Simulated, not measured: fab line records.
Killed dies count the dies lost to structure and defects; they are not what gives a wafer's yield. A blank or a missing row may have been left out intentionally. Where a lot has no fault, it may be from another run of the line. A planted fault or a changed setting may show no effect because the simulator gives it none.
Comparing a struck lot with a sound one	flow gf180mcu	16 steps out of a route of 602
Sound: these wafers, L239.1, L239.3, L239.5. The struck wafers were L258.2, L258.4, L258.5. The cause comes at the end.
For every step that has rows: the tool of each side, followed by ch and its chambers, followed by its first start. Under that, the readings that differ: sound wafers	struck wafers	difference of the means	sigmas: that difference in standard deviations of wafers without a fault.
alike: readings whose means differ by less than 2 such deviations, and words and numbers that are the same on both sides. not compared: withheld readings, readings that some wafer has no value for, bounds like >300 that may hide the same value, and numbers for which the record gives no deviation and whose values overlap.
A row with sigmas, a row that says differs or no value, or rows on one side alone: a step with any of these is where the two part. Non-overlapping numbers with no deviation appear without sigmas and do not part them. A reading missing from all wafers of one side parts the sides only when that side holds two or more wafers.

first, 9 steps without rows for these wafers: GF_MIM_STRIP_21 (strips in post etch residue remover, time 1200 s); GF_MIM_CLEAN_22 (cleans in DIW); GF_M5_DEHYDRATE_00 (time 60 s); GF_M5_HMDS_01 (prime time 60 s); GF_M5_COAT_02 (resist thk 1000 nm); GF_M5_SOFTBAKE_03 (time 60 s); GF_M5_EXPOSE_04 (exposes mask Metal5, target cd 280 nm); GF_M5_PEB_05 (peb time 90 s); GF_M5_DEVELOP_06 (develop time 60 s).
GF_M5_CD_MEAS_07 targets a cd of 280 nm.
  sound on cdSem-01, day 27 00:29; struck on cdSem-02, day 32 11:42
  alike: cdNm
GF_M5_OVL_MEAS_08:
  sound on overlay-02, day 27 00:36; struck on overlay-01, day 32 11:48
  alike: M5_OVL
GF_M5_ETCH_09: etches Si3N4 in CF4/O2, target depth 52 nm, time 11.6 s.
  sound on rieDiel-03 ch 0,2,3, day 27 00:38; struck on rieDiel-02 ch 0,1,3, day 32 11:50
  alike: biasW, drypumpMotorCurrentA, oesProductAu, throttleValvePct
  not compared: rfHoursCounterH
GF_M5_METAL_ETCH_10: etches the open film in Cl2/BCl3, stops on SiO2, target depth 750.8 nm, time 125.1 s.
  sound on rieMetal-03 ch 0,1, day 27 00:40; struck on rieMetal-02 ch 0,1, day 32 11:52
reading	sound	struck	difference	sigmas
biasW (W)	139.8 139.2 139.3	196.5 197.1 196.5	+57.3	+99 or more
model.KrF_of_M5_COAT_02.thkNm (nm)	647.8 654.8 650.8	609.3 612.3 609.3	-40.8	
  alike: drypumpMotorCurrentA, mfcCl2Sccm, oesProductAu, throttleValvePct
  not compared: rfHoursCounterH
GF_M5_STRIP_11: strips in O2/N2.
  sound on plasmaAsher-04 ch 0,1, day 27 00:50; struck on plasmaAsher-01 ch 0,1, day 32 11:59
reading	sound	struck	difference	sigmas
oesProductAu (a.u.)	0.528 0.523 0.529	0.505 0.505 0.506	-0.021	-4
stripTimeToEndpointS (s)	7.01 7.08 7.06	6.63 6.67 6.64	-0.40	-11
  alike: drypumpMotorCurrentA, heaterPowerW, n2FlowSccm, platenTempC
  not compared: rfHoursCounterH
then, 2 steps without rows for these wafers: GF_M5_STRIP_12 (strips in post etch residue remover, time 1200 s); GF_PASSIVATION_PROBE_99.

## WHERE THEY PART
First at GF_M5_METAL_ETCH_10; last, within this record, at GF_M5_STRIP_11.

WHY: whatever the simulator had introduced
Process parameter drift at GF_M5_METAL_ETCH_10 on rieMetal-02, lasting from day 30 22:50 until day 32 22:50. The setting biasW was moved by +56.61, starting from 140. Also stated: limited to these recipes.
